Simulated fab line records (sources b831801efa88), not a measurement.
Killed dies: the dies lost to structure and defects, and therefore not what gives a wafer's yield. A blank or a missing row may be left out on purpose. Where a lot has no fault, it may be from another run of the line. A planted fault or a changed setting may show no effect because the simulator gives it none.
2 desks, one fault | flow sky130 | only its own numbers are on each desk; what lay behind them is given at the end

== THE METROLOGY DESK ==
Means of the sampled wafers that have a number, per lot and without regard to the tool the lot ran on: this is what the gauges read. A lot is out of limits, marked OUT, if its mean lies more than 4 standard deviations from the usual mean; the brackets give that distance.
Columns: A = LI_CONTACT_HDPCVD_THK at SKY_LI_CONTACT_THK_MEAS_01, usual 924 nm; B = LI_CONTACT_BOW at SKY_LI_CONTACT_BOW_MEAS_03, usual 54 um; C = LI_CONTACT_W_RS at SKY_LI_CONTACT_RS_MEAS_22, usual 0.2853 ohm/sq
lot  | first seen here | A              | B  | C
L877 | day 28 14:43    | 922            | 59 | 0.2869
L876 | day 28 21:57    | 947            | 56 | 0.2868
L878 | day 29 17:47    | 944            | 53 | 0.2840
L879 | day 29 18:04    | 911            | 42 | 0.2841
L881 | day 30 00:38    | 919            | 58 | 0.2848
L882 | day 32 18:47    | 1112 (+12) OUT | 58 | 0.2858
L892 | day 33 03:33    | 925            | 57 | 0.2825
L896 | day 34 06:04    | 916            | 55 | 0.2899
L897 | day 34 14:28    | 904            | 51 | 0.2908
L898 | day 35 02:34    | 924            | 43 | 0.2842
L899 | day 35 06:22    | 913            | 50 | 0.2854
Per this desk, out of limits: L882; the first was L882, day 32 18:47 (LI_CONTACT_HDPCVD_THK at SKY_LI_CONTACT_THK_MEAS_01). L877, L876, L878, L879, L881, L892, L896, L897, L898, L899: within limits.

== FOR THE TOOL OWNER'S DESK: hdpcvd-01 ==
The tool's own readings at SKY_LI_CONTACT_HDPCVD_00 (deposits PSG, target thk 930 nm, time 155 s): means of the sampled wafers that have a number, for each lot that ran on this tool. A lot is out of limits, marked OUT, if its mean lies more than 4 standard deviations from the usual mean; the brackets give that distance.
Columns: A = runLengthS at SKY_LI_CONTACT_HDPCVD_00, usual 182.9 s
lot  | first seen here | A
L876 | day 28 21:50    | 183.0
L878 | day 29 17:41    | 183.1
L882 | day 32 18:43    | 214.1 (+74) OUT
This desk's finding: out of limits on L882; first on L882, day 32 18:43 (runLengthS at SKY_LI_CONTACT_HDPCVD_00). L876, L878: within limits.

== ALL TOGETHER ==
The tool owner's desk could have raised an alarm at day 32 18:43, on L882.
Metrology desk: alarm possible at day 32 18:47 on L882.
Every lot named ran SKY_LI_CONTACT_HDPCVD_00 on hdpcvd-01.

== WHAT HAD BEEN PUT IN BY THE SIMULATOR ==
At SKY_LI_CONTACT_HDPCVD_00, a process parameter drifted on hdpcvd-01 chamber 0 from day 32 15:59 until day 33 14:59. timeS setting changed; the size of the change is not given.
Struck lots among those shown: L882.
Delay (hours) between the fault's onset and each desk's first out-of-limits reading: 3 at the tool owner's desk, 3 at the metrology desk.
